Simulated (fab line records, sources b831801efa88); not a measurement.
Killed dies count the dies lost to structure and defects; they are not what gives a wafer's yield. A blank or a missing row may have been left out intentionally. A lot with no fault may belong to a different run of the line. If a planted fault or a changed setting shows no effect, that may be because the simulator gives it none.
2 desks, one fault | flow sky130 | numbers are kept per desk, each desk with only its own; the story behind them comes last

== TOOL OWNER'S DESK, cmp-02 ==
The tool's own readings at SKY_FIELD_ISO_CMP_27 (polishes, stops on Si3N4, t overpolish 16 s, target thk 457.8 nm): means of the sampled wafers that have a number, for each lot that ran on this tool. The brackets show how far a lot's mean lies from the usual mean; more than 4 standard deviations puts the lot out of limits, marked OUT.
Columns: A = head_pressure_psi at SKY_FIELD_ISO_CMP_27, usual 4.000 psi; B = motor_current_A at SKY_FIELD_ISO_CMP_27, usual 12.5 A; C = overpolish_run_s at SKY_FIELD_ISO_CMP_27, usual 16.000 s; D = retaining_ring_pressure_frac at SKY_FIELD_ISO_CMP_27, usual 1.000; E = time_to_endpoint_s at SKY_FIELD_ISO_CMP_27, usual 113 s
lot  | first seen here | A     | B    | C      | D     | E
L118 | day 2 20:31     | 3.999 | 12.5 | 16.002 | 0.998 | 113
L126 | day 4 14:03     | 4.003 | 13.2 | 15.993 | 1.002 | 108
L127 | day 4 19:43     | 4.001 | 12.5 | 15.991 | 0.998 | 112
Finding of this desk: none of the 3 lots has anything out of limits.

== THE METROLOGY DESK ==
Lot by lot, what the gauges showed, no matter which tool ran the lot: averages of those sampled wafers that carry a number. The brackets show how far a lot's mean lies from the usual mean; more than 4 standard deviations puts the lot out of limits, marked OUT.
Columns: A = FIELD_ISO_OXIDATION_01_THK at SKY_FIELD_ISO_THK_MEAS_23, usual 10.02 nm; B = FIELD_ISO_CVD_24_THK at SKY_FIELD_ISO_THK_MEAS_25, usual 595 nm; C = NWELL_OXIDATION_THK at SKY_NWELL_THK_MEAS_02, usual 10.01 nm; D = DNWELL_TW at SKY_DNWELL_TW_MEAS_09, usual 1107; E = PWDE_OVL at SKY_PWDE_OVL_MEAS_07, usual 0.7 nm; F = PWDE_TW at SKY_PWDE_TW_MEAS_10, usual 371
lot  | first seen here | A     | B   | C     | D    | E    | F
L116 | day 2 07:03     | 10.19 | 589 | 9.99  | 1083 | 1.0  | 373
L118 | day 2 17:24     | 9.96  | 588 | 9.75  | 1085 | -1.7 | 371
L126 | day 4 10:44     | 9.80  | 599 | 9.99  | 1127 | 0.7  | 370
L127 | day 4 18:02     | 9.89  | 598 | 10.25 | 1085 | 1.6  | 373
L133 | day 5 23:13     | 10.18 | 599 | 9.74  | 1104 | 1.4  | 378
L135 | day 7 15:35     | 10.01 | 594 | 10.06 | 1122 | 1.2  | 372
Finding of this desk: none of the 6 lots has anything out of limits.

== PUT TOGETHER ==
The tool owner's desk saw nothing out of limits.
At the metrology desk, nothing out of limits was observed.

== WHAT HAD BEEN PUT IN BY THE SIMULATOR ==
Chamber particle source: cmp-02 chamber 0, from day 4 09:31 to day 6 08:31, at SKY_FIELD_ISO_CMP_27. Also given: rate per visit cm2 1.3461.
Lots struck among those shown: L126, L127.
